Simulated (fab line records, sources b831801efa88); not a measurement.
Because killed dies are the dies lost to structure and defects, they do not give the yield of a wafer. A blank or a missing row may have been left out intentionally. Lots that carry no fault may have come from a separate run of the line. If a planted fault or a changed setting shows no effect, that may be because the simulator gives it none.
fab line records + flow sky130
[record]
- lots = 15
- wafers = 42
- last-day = 50
route steps=708 shown FIELD_ISO@26 SONOS_TUNNEL@160 SONOS_ONO@171
lots untouched by any fault: they come from a run of this same line in which no faults occurred
start-h: start of the lot's first displayed wafer, in hours after the record's first day + wait-h: hours elapsed since this lot's preceding step + " repeats the value in the row above + L1.1+2: several wafers, shown together as one row + - no value, or no start was given + * or withheld: withheld + < > ~ a bound
route shown NAME@n: NAME is a module with steps in the file, n the number in the route of the first one + usual: mean and standard deviation over wafers with no fault + same: alike in all rows + chamber/n: place in a boat + sites: per-site readings + _std_site: how widely they spread, as a standard deviation + _edge_site: outer sites' mean less inner sites' + radius-mm: how far each site lies from the wafer's centre + mask NAME#n: copy n + behind: tool/chamber where the wafer was last shaped + hold: the reason the lot was held/the length of the hold in hours/how it ended + device: whichever transistor did not switch (one of n, p or np) + end of line: tests run on the same wafers once the route is complete + step lacking rows: just its recipe + killed: count of dies lost to structure and defects at first sort (not the wafer's yield) + map: shows each die of a wafer: x if killed, . if not, _ if none is there
set.NAME: the setting the step ran with; set.NAME@STEP: the setting that earlier step ran with + model.NAME: the simulator's own value behind a step, which no gauge read
route steps across a sampled set of lots; one table per step, one row per wafer
[[steps]]
[step SKY_FIELD_ISO_THK_MEAS_25]
[recipe]
- reads = SiO2_of_FIELD_ISO_CVD_24
[usual]
- FIELD_ISO_CVD_24_THK = 594/5.5
| lot.wafer | tool          | chamber | start-h | wait-h | FIELD_ISO_CVD_24_THK[nm] |
|-----------|---------------|---------|---------|--------|--------------------------|
| L612.2    | film-metro-02 | -       | 32.53   | 0.0    | 599                      |
| L612.5    | "             | -       | "       | "      | 602                      |
| L612.6    | "             | -       | "       | "      | 605                      |
| L613.1    | film-metro-02 | -       | 38.04   | 0.0    | 585                      |
| L613.3    | "             | -       | "       | "      | 595                      |
| L613.4    | "             | -       | "       | "      | 595                      |
| L614.3    | film-metro-04 | -       | 42.51   | 0.1    | 588                      |
| L614.4    | "             | -       | "       | "      | 592                      |
| L614.5    | "             | -       | "       | "      | 596                      |
| L617.1    | film-metro-01 | -       | 56.02   | 0.0    | 596                      |
| L617.5    | "             | -       | "       | "      | 606                      |
| L619.4    | film-metro-02 | -       | 67.34   | 0.0    | 600                      |
| L619.6    | "             | -       | "       | "      | 594                      |
| L621.5    | film-metro-01 | -       | 78.55   | 0.0    | 596                      |
| L621.6    | "             | -       | "       | "      | 594                      |
| L624.1    | film-metro-04 | -       | 99.52   | 0.0    | 598                      |
| L624.3    | "             | -       | "       | "      | 587                      |
| L624.6    | "             | -       | "       | "      | 599                      |
| L627.3    | film-metro-04 | -       | 110.29  | 0.1    | 590                      |
| L627.5    | "             | -       | "       | "      | 594                      |
| L627.6    | "             | -       | "       | "      | 584                      |
| L628.3    | film-metro-01 | -       | 115.05  | 0.1    | 589                      |
| L628.4    | "             | -       | "       | "      | 587                      |
| L628.6    | "             | -       | "       | "      | 593                      |
| L629.3    | film-metro-01 | -       | 120.11  | 0.1    | 592                      |
| L629.4    | "             | -       | "       | "      | 592                      |
| L629.6    | "             | -       | "       | "      | 589                      |
| L631.2    | film-metro-01 | -       | 129.15  | 0.1    | 585                      |
| L631.4    | "             | -       | "       | "      | 598                      |
| L631.6    | "             | -       | "       | "      | 591                      |
| L632.3    | film-metro-04 | -       | 134.68  | 0.1    | 596                      |
| L632.5    | "             | -       | "       | "      | 593                      |
| L632.6    | "             | -       | "       | "      | 584                      |
| L633.2    | film-metro-02 | -       | 140.73  | 0.0    | 587                      |
| L633.4    | "             | -       | "       | "      | 589                      |
| L633.6    | "             | -       | "       | "      | 593                      |
| L634.1    | film-metro-01 | -       | 145.43  | 0.0    | 587                      |
| L634.3    | "             | -       | "       | "      | 591                      |
| L634.4    | "             | -       | "       | "      | 596                      |
| L635.1    | film-metro-04 | -       | 152.17  | 0.0    | 583                      |
| L635.3    | "             | -       | "       | "      | 598                      |
| L635.5    | "             | -       | "       | "      | 592                      |
[step SKY_SONOS_TUNNEL_DEVELOP_06]
[recipe]
- resist = NOVOLAK
- developer = TMAH
- develop-time-s = 60
- dev-temp-c = 23
[usual]
- chill-plate-temp-C = 22.99/0.1
| lot.wafer | tool           | chamber | start-h | wait-h | chill-plate-temp-C |
|-----------|----------------|---------|---------|--------|--------------------|
| L612.2    | litho-track-04 | 0       | 249.88  | 0.1    | 22.90              |
| L612.5    | "              | 0       | "       | "      | 23.01              |
| L612.6    | "              | 0       | "       | "      | 22.99              |
| L613.1    | litho-track-01 | 0       | 256.16  | 0.1    | 23.03              |
| L613.3    | "              | 0       | "       | "      | 22.91              |
| L613.4    | "              | 0       | "       | "      | 22.99              |
| L614.3    | litho-track-02 | 0       | 263.60  | 0.1    | 22.94              |
| L614.4    | "              | 0       | "       | "      | 23.00              |
| L614.5    | "              | 0       | "       | "      | 22.97              |
| L617.1    | litho-track-02 | 0       | 296.85  | 0.1    | 23.08              |
| L617.5    | "              | 0       | "       | "      | 23.03              |
| L619.4    | litho-track-02 | 0       | 314.43  | 0.1    | 22.98              |
| L619.6    | "              | 0       | "       | "      | 22.91              |
| L621.5    | litho-track-02 | 0       | 323.40  | 0.1    | 22.88              |
| L621.6    | "              | 0       | "       | "      | 22.85              |
| L624.1    | litho-track-01 | 0       | 351.81  | 0.1    | 22.95              |
| L624.3    | "              | 0       | "       | "      | 22.84              |
| L624.6    | "              | 0       | "       | "      | 23.16              |
| L627.3    | litho-track-04 | 0       | 372.56  | 0.1    | 22.99              |
| L627.5    | "              | 0       | "       | "      | 23.02              |
| L627.6    | "              | 0       | "       | "      | 23.02              |
| L628.3    | litho-track-04 | 0       | 382.91  | 0.1    | 23.09              |
| L628.4    | "              | 0       | "       | "      | 23.34              |
| L628.6    | "              | 0       | "       | "      | 23.12              |
| L629.3    | litho-track-02 | 0       | 387.15  | 0.1    | 23.07              |
| L629.4    | "              | 0       | "       | "      | 23.19              |
| L629.6    | "              | 0       | "       | "      | 23.06              |
| L631.2    | litho-track-02 | 0       | 398.58  | 0.1    | 22.91              |
| L631.4    | "              | 0       | "       | "      | 23.11              |
| L631.6    | "              | 0       | "       | "      | 22.96              |
| L632.3    | litho-track-02 | 0       | 413.15  | 0.1    | 22.99              |
| L632.5    | "              | 0       | "       | "      | 22.95              |
| L632.6    | "              | 0       | "       | "      | 23.04              |
| L633.2    | litho-track-01 | 0       | 413.23  | 0.1    | 23.18              |
| L633.4    | "              | 0       | "       | "      | 22.82              |
| L633.6    | "              | 0       | "       | "      | 22.87              |
| L634.1    | litho-track-01 | 0       | 421.71  | 0.1    | 22.95              |
| L634.3    | "              | 0       | "       | "      | 22.91              |
| L634.4    | "              | 0       | "       | "      | 22.90              |
| L635.1    | litho-track-02 | 0       | 432.40  | 0.1    | 22.97              |
| L635.3    | "              | 0       | "       | "      | 22.87              |
| L635.5    | "              | 0       | "       | "      | 22.87              |
[step SKY_SONOS_TUNNEL_CD_MEAS_07]
[recipe]
- target-cd-nm = 410
[usual]
- cd-nm = 410.4/2
| lot.wafer | tool      | chamber | start-h | wait-h | cd-nm |
|-----------|-----------|---------|---------|--------|-------|
| L612.2    | cd-sem-02 | -       | 250.03  | 0.1    | 409.5 |
| L612.5    | "         | -       | "       | "      | 409.2 |
| L612.6    | "         | -       | "       | "      | 411.0 |
| L613.1    | cd-sem-01 | -       | 256.31  | 0.1    | 410.4 |
| L613.3    | "         | -       | "       | "      | 409.1 |
| L613.4    | "         | -       | "       | "      | 410.0 |
| L614.3    | cd-sem-02 | -       | 263.74  | 0.1    | 407.3 |
| L614.4    | "         | -       | "       | "      | 408.3 |
| L614.5    | "         | -       | "       | "      | 411.5 |
| L617.1    | cd-sem-02 | -       | 297.00  | 0.1    | 407.0 |
| L617.5    | "         | -       | "       | "      | 394.1 |
| L619.4    | cd-sem-01 | -       | 314.56  | 0.1    | 409.5 |
| L619.6    | "         | -       | "       | "      | 394.5 |
| L621.5    | cd-sem-01 | -       | 323.53  | 0.1    | 394.7 |
| L621.6    | "         | -       | "       | "      | 392.5 |
| L624.1    | cd-sem-02 | -       | 351.96  | 0.1    | 409.0 |
| L624.3    | "         | -       | "       | "      | 411.5 |
| L624.6    | "         | -       | "       | "      | 410.6 |
| L627.3    | cd-sem-01 | -       | 372.70  | 0.1    | 408.8 |
| L627.5    | "         | -       | "       | "      | 408.4 |
| L627.6    | "         | -       | "       | "      | 408.5 |
| L628.3    | cd-sem-01 | -       | 383.05  | 0.1    | 411.9 |
| L628.4    | "         | -       | "       | "      | 410.4 |
| L628.6    | "         | -       | "       | "      | 411.7 |
| L629.3    | cd-sem-01 | -       | 387.29  | 0.1    | 411.7 |
| L629.4    | "         | -       | "       | "      | 410.6 |
| L629.6    | "         | -       | "       | "      | 412.5 |
| L631.2    | cd-sem-01 | -       | 398.72  | 0.1    | 411.8 |
| L631.4    | "         | -       | "       | "      | 410.6 |
| L631.6    | "         | -       | "       | "      | 410.1 |
| L632.3    | cd-sem-01 | -       | 413.29  | 0.1    | 410.3 |
| L632.5    | "         | -       | "       | "      | 411.8 |
| L632.6    | "         | -       | "       | "      | 410.2 |
| L633.2    | cd-sem-02 | -       | 413.38  | 0.1    | 410.3 |
| L633.4    | "         | -       | "       | "      | 411.0 |
| L633.6    | "         | -       | "       | "      | 409.2 |
| L634.1    | cd-sem-02 | -       | 421.86  | 0.1    | 414.3 |
| L634.3    | "         | -       | "       | "      | 412.5 |
| L634.4    | "         | -       | "       | "      | 413.5 |
| L635.1    | cd-sem-01 | -       | 432.55  | 0.1    | 411.9 |
| L635.3    | "         | -       | "       | "      | 412.5 |
| L635.5    | "         | -       | "       | "      | 413.0 |
[step SKY_SONOS_ONO_THK_MEAS_03]
[recipe]
- reads = Si3N4_of_SONOS_ONO_CVD_02
[usual]
- SONOS_ONO_CVD_02_THK = 10.56/0.12
| lot.wafer | tool          | chamber | start-h | wait-h | SONOS_ONO_CVD_02_THK[nm] |
|-----------|---------------|---------|---------|--------|--------------------------|
| L612.2    | film-metro-01 | -       | 254.96  | 0.0    | 10.48                    |
| L612.5    | "             | -       | "       | "      | 10.58                    |
| L612.6    | "             | -       | "       | "      | 10.39                    |
| L613.1    | film-metro-04 | -       | 263.14  | 0.0    | 10.68                    |
| L613.3    | "             | -       | "       | "      | 10.71                    |
| L613.4    | "             | -       | "       | "      | 10.75                    |
| L614.3    | film-metro-04 | -       | 267.80  | 0.0    | 10.71                    |
| L614.4    | "             | -       | "       | "      | 10.79                    |
| L614.5    | "             | -       | "       | "      | 10.70                    |
| L617.1    | film-metro-04 | -       | 301.52  | 0.0    | 10.57                    |
| L617.5    | "             | -       | "       | "      | 10.49                    |
| L619.4    | film-metro-04 | -       | 319.56  | 0.0    | 10.48                    |
| L619.6    | "             | -       | "       | "      | 10.52                    |
| L621.5    | film-metro-02 | -       | 328.26  | 0.0    | 10.48                    |
| L621.6    | "             | -       | "       | "      | 10.33                    |
| L624.1    | film-metro-02 | -       | 355.26  | 0.0    | 10.48                    |
| L624.3    | "             | -       | "       | "      | 10.49                    |
| L624.6    | "             | -       | "       | "      | 10.51                    |
| L627.3    | film-metro-02 | -       | 391.50  | 0.0    | 10.52                    |
| L627.5    | "             | -       | "       | "      | 10.52                    |
| L627.6    | "             | -       | "       | "      | 10.61                    |
| L628.3    | film-metro-01 | -       | 391.50  | 0.0    | 10.58                    |
| L628.4    | "             | -       | "       | "      | 10.43                    |
| L628.6    | "             | -       | "       | "      | 10.63                    |
| L629.3    | film-metro-02 | -       | 395.55  | 0.0    | 10.64                    |
| L629.4    | "             | -       | "       | "      | 10.53                    |
| L629.6    | "             | -       | "       | "      | 10.56                    |
| L631.2    | film-metro-01 | -       | 402.99  | 0.0    | 10.60                    |
| L631.4    | "             | -       | "       | "      | 10.72                    |
| L631.6    | "             | -       | "       | "      | 10.62                    |
| L632.3    | film-metro-01 | -       | 416.37  | 0.0    | 10.62                    |
| L632.5    | "             | -       | "       | "      | 10.61                    |
| L632.6    | "             | -       | "       | "      | 10.56                    |
| L633.2    | film-metro-04 | -       | 417.93  | 0.0    | 10.41                    |
| L633.4    | "             | -       | "       | "      | 10.49                    |
| L633.6    | "             | -       | "       | "      | 10.61                    |
| L634.1    | film-metro-02 | -       | 427.15  | 0.0    | 10.60                    |
| L634.3    | "             | -       | "       | "      | 10.68                    |
| L634.4    | "             | -       | "       | "      | 10.56                    |
| L635.1    | film-metro-01 | -       | 436.76  | 0.0    | 10.39                    |
| L635.3    | "             | -       | "       | "      | 10.48                    |
| L635.5    | "             | -       | "       | "      | 10.60                    |
[step SKY_SONOS_ONO_THK_MEAS_05]
[recipe]
- reads = SiO2_of_SONOS_ONO_CVD_04
[usual]
- SONOS_ONO_CVD_04_THK = 5.68/0.11
| lot.wafer | tool          | chamber | start-h | wait-h | SONOS_ONO_CVD_04_THK[nm] |
|-----------|---------------|---------|---------|--------|--------------------------|
| L612.2    | film-metro-04 | -       | 256.27  | 0.0    | 5.67                     |
| L612.5    | "             | -       | "       | "      | 5.65                     |
| L612.6    | "             | -       | "       | "      | 5.73                     |
| L613.1    | film-metro-02 | -       | 264.45  | 0.0    | 5.99                     |
| L613.3    | "             | -       | "       | "      | 5.89                     |
| L613.4    | "             | -       | "       | "      | 5.86                     |
| L614.3    | film-metro-01 | -       | 269.11  | 0.0    | 5.59                     |
| L614.4    | "             | -       | "       | "      | 5.53                     |
| L614.5    | "             | -       | "       | "      | 5.63                     |
| L617.1    | film-metro-01 | -       | 302.83  | 0.0    | 5.76                     |
| L617.5    | "             | -       | "       | "      | 5.83                     |
| L619.4    | film-metro-02 | -       | 320.87  | 0.0    | 5.67                     |
| L619.6    | "             | -       | "       | "      | 5.62                     |
| L621.5    | film-metro-01 | -       | 329.57  | 0.0    | 5.64                     |
| L621.6    | "             | -       | "       | "      | 5.53                     |
| L624.1    | film-metro-04 | -       | 356.57  | 0.0    | 5.54                     |
| L624.3    | "             | -       | "       | "      | 5.58                     |
| L624.6    | "             | -       | "       | "      | 5.60                     |
| L627.3    | film-metro-04 | -       | 392.81  | 0.0    | 5.53                     |
| L627.5    | "             | -       | "       | "      | 5.61                     |
| L627.6    | "             | -       | "       | "      | 5.42                     |
| L628.3    | film-metro-02 | -       | 392.81  | 0.0    | 5.73                     |
| L628.4    | "             | -       | "       | "      | 5.66                     |
| L628.6    | "             | -       | "       | "      | 5.68                     |
| L629.3    | film-metro-01 | -       | 396.86  | 0.0    | 5.58                     |
| L629.4    | "             | -       | "       | "      | 5.49                     |
| L629.6    | "             | -       | "       | "      | 5.62                     |
| L631.2    | film-metro-01 | -       | 404.30  | 0.0    | 5.72                     |
| L631.4    | "             | -       | "       | "      | 5.97                     |
| L631.6    | "             | -       | "       | "      | 5.79                     |
| L632.3    | film-metro-01 | -       | 417.68  | 0.0    | 5.79                     |
| L632.5    | "             | -       | "       | "      | 5.67                     |
| L632.6    | "             | -       | "       | "      | 5.74                     |
| L633.2    | film-metro-01 | -       | 419.24  | 0.0    | 5.61                     |
| L633.4    | "             | -       | "       | "      | 5.71                     |
| L633.6    | "             | -       | "       | "      | 5.69                     |
| L634.1    | film-metro-01 | -       | 436.95  | 0.0    | 5.77                     |
| L634.3    | "             | -       | "       | "      | 5.75                     |
| L634.4    | "             | -       | "       | "      | 5.72                     |
| L635.1    | film-metro-01 | -       | 438.20  | 0.0    | 5.78                     |
| L635.3    | "             | -       | "       | "      | 5.75                     |
| L635.5    | "             | -       | "       | "      | 5.81                     |
[[key]]
[first-sign]
- step = SKY_SONOS_TUNNEL_CD_MEAS_07
- reading = cd-nm
- direction = down
- sigmas = 8
- usual = 410.4
- struck = 394.0
effect none on later readings
met-at SKY_SONOS_TUNNEL_DEVELOP_06
struck-lots L617,L619,L621
struck-wafers L617.5,L619.6,L621.5,L621.6
sort-left-out L617.5
tester-left-out L617,L619,L621
not-acting-at SKY_FIELD_ISO_THK_MEAS_25,SKY_SONOS_ONO_THK_MEAS_03,SKY_SONOS_ONO_THK_MEAS_05
onset-between 263.60 296.85
[fault]
- kind = process-parameter-drift
- tool = litho-track-02
- chamber = -
- onset-h = 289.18
- steps = SKY_SONOS_TUNNEL_DEVELOP_06
- channel = develop-time-s
- offset = *
- shape = step
- end-h = 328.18
- scope = struck-wafers-only
- acts-in = *
- stated = *
// tester-left-out: of these lots the tester's yield and bins aren't shown, on N5 and GAA mostly nor the transistor test; their killed dies are dies lost to structure and defects alone, not to doping, threshold or leakage, so they don't give the yield
// sort-left-out: the simulated sort isn't trusted on such a fault, so these wafers' sort isn't shown, and their yield isn't known
